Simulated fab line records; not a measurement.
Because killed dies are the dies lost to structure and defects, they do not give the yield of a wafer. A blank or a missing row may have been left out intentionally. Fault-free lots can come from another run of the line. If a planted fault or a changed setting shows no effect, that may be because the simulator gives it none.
One fault seen from 2 desks | flow sky130 | each desk holds nothing but its own numbers, with what lay behind them at the end

## THE METROLOGY DESK
Means of the sampled wafers that have a number, per lot and without regard to the tool the lot ran on: this is what the gauges read. A lot is out of limits, marked OUT, if its mean lies more than 4 standard deviations from the usual mean; the brackets give that distance.
Columns: A = SPACER_CVD_00_THK at SKY_SPACER_THK_MEAS_01, usual 43.0 nm; B = cd-nm at SKY_POLY_CUT_CD_MEAS_08, usual 269.9 nm; C = POLY_CUT_OVL at SKY_POLY_CUT_OVL_MEAS_09, usual -3 nm
lot  | first seen here | A    | B     | C
L879 | day 24 23:54    | 43.0 | 271.1 | -5
L881 | day 25 01:06    | 42.8 | 269.9 | 1
L890 | day 28 08:11    | 43.3 | 270.1 | -5
L891 | day 28 13:35    | 43.5 | 269.4 | -2
L893 | day 29 09:56    | 43.0 | 270.6 | -5
L896 | day 30 03:51    | 42.8 | 269.3 | 3
L898 | day 30 17:36    | 42.5 | 268.8 | -7
This desk found nothing out of limits on any of the 7 lots.

## THE TOOL OWNER'S DESK: rie-diel-04
The tool's own readings at SKY_POLY_CUT_ETCH_10 (etches BARC in N2/H2, stops on SiO2, time 45.9 s, target depth 60 nm): means of the sampled wafers that have a number, for each lot that ran on this tool. A lot is out of limits, marked OUT, if its mean lies more than 4 standard deviations from the usual mean; the brackets give that distance.
Columns: A = drypump-motor-current-A at SKY_POLY_CUT_ETCH_10, usual 5.9 A; B = oes-product-au at SKY_POLY_CUT_ETCH_10, usual 0.855 a.u.; C = throttle-valve-pct at SKY_POLY_CUT_ETCH_10, usual 13.224 %
lot  | first seen here | A   | B     | C
L879 | day 26 05:28    | 5.9 | 0.855 | 13.228
L890 | day 29 12:50    | 5.9 | 0.855 | 13.220
L891 | day 29 17:40    | 5.9 | 0.855 | 13.225
L893 | day 30 12:49    | 5.9 | 0.854 | 13.233
This desk found nothing out of limits on any of the 4 lots.

## TAKEN TOGETHER
Metrology desk: nothing out of limits seen.
Nothing out of limits was seen by the tool owner's desk.

## WHAT THE SIMULATOR HAD INSERTED
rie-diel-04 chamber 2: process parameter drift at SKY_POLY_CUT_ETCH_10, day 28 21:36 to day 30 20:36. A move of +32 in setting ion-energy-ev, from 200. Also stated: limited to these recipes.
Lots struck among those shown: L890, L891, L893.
